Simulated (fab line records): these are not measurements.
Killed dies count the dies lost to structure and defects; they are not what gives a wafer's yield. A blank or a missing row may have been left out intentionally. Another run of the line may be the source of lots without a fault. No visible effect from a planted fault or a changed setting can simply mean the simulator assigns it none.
Problem report, 8D (eight disciplines) form, completed by code + flow gf180mcu + the parts of the form that need people (team, actions taken, sign-off) are left out

## 1. THE PROBLEM
Mean VT_IMPLANT_4_TW at GF_VT_IMPLANT_TW_MEAS_43: 788 over 6 wafers in 2 lots; fault-free wafers: 688, standard deviation 7.2. Measured from the usual mean, that is +14 standard deviations.
Earliest sighting: wafer L808.2 on filmMetro-01 at day 10 22:12. The record has a number at this step for 39 wafers belonging to 13 lots. By rule, "out" or "out of limits" means more than 4 standard deviations away from the usual mean. Any other wafer with a number is counted as sound.

## 2. WHAT IT IS AND WHAT IT IS NOT
| question                    | is                     | is not                                                                    |
|-----------------------------|------------------------|---------------------------------------------------------------------------|
| which readings at this step | VT_IMPLANT_4_TW        | -                                                                         |
| which lots                  | L808, L813             | L796, L797, L799, L800, L802, L803, L804, L805, L807, L816, L818          |
| which wafers of those lots  | all that have a number | -                                                                         |
| read on which gauges        | filmMetro-01           | filmMetro-02, filmMetro-03                                                |
| when                        | from day 10 22:12      | up to then (27 sound wafers); but 6 sound wafers of L816, L818 came after |

## 3. THE SUSPECTS, EACH WITH WHAT RULES IT OUT
Counting: a tool at any process step up to the reading remains a suspect when it ran all the lots that are out and ran no sound lot after the first of those.
- the gauge at GF_VT_IMPLANT_TW_MEAS_43 has been ruled out. All the wafers that are out were read on filmMetro-01, but those of them that GF_VT_IMPLANT_IMPLANT_41 has rows for are out there too, on other tools.
- implanter-02 at GF_VT_IMPLANT_IMPLANT_41: kept. All lots that are out passed through it, beginning with L808 at day 10 21:58, and no sound lot followed; its final sound lot before that point was L805 at day 10 02:30. Its own readings are out on those wafers: doseIonsCm2, faradayCurrentUA.
Left after counting: implanter-02 at GF_VT_IMPLANT_IMPLANT_41.

## 4. THE CAUSE (what the simulator had put in)
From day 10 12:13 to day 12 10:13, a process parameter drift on implanter-02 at GF_VT_IMPLANT_IMPLANT_41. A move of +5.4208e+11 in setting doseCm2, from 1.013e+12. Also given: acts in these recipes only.
The count eliminated every tool but this one.

## 5. SEQUENCE OF EFFECTS, ordered by route
Rows list readings where the struck wafers' mean (over those with a number) sits beyond 3 standard deviations from the usual. Only readings for which the record gives a usual standard deviation are gone through. hours: the time from each lot's start at the first step in this table that gives one to its start at this step, as a median over the lots. sigmas: the change in usual standard deviations.
| hours | step                     | reading          | usual      | on struck wafers | change      | sigmas      |
|-------|--------------------------|------------------|------------|------------------|-------------|-------------|
| 0     | GF_VT_IMPLANT_IMPLANT_41 | doseIonsCm2      | 1.0131e+12 | 1.5553e+12       | +5.4222e+11 | +99 or more |
| 0     | GF_VT_IMPLANT_IMPLANT_41 | faradayCurrentUA | 5.69       | 8.69             | +3.00       | +27         |
| 0     | GF_VT_IMPLANT_TW_MEAS_43 | VT_IMPLANT_4_TW  | 688        | 788              | +100        | +14         |
Process steps it contains:
- GF_VT_IMPLANT_IMPLANT_41
Later measuring or inspecting steps at which every struck wafer that the step has a row for has a number for every such reading, and none has moved that far: GF_POLY_GATE_CD_MEAS_10.

## 6. HOW IT WOULD HAVE BEEN CAUGHT EARLIER
10 hours passed between the start of the fault at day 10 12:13 and the first reading out of limits at a measuring or inspecting step in this record, taken at day 10 22:12.
The tool's own readings at GF_VT_IMPLANT_IMPLANT_41 were out on every struck wafer that the step has a row for (doseIonsCm2, faradayCurrentUA): an alarm limit on them would have fired on the first of those.
Among the 2 lots that are out, L813 began GF_VT_IMPLANT_IMPLANT_41 on implanter-02 after day 10 22:12. A hold on the tool at that time would have spared it.
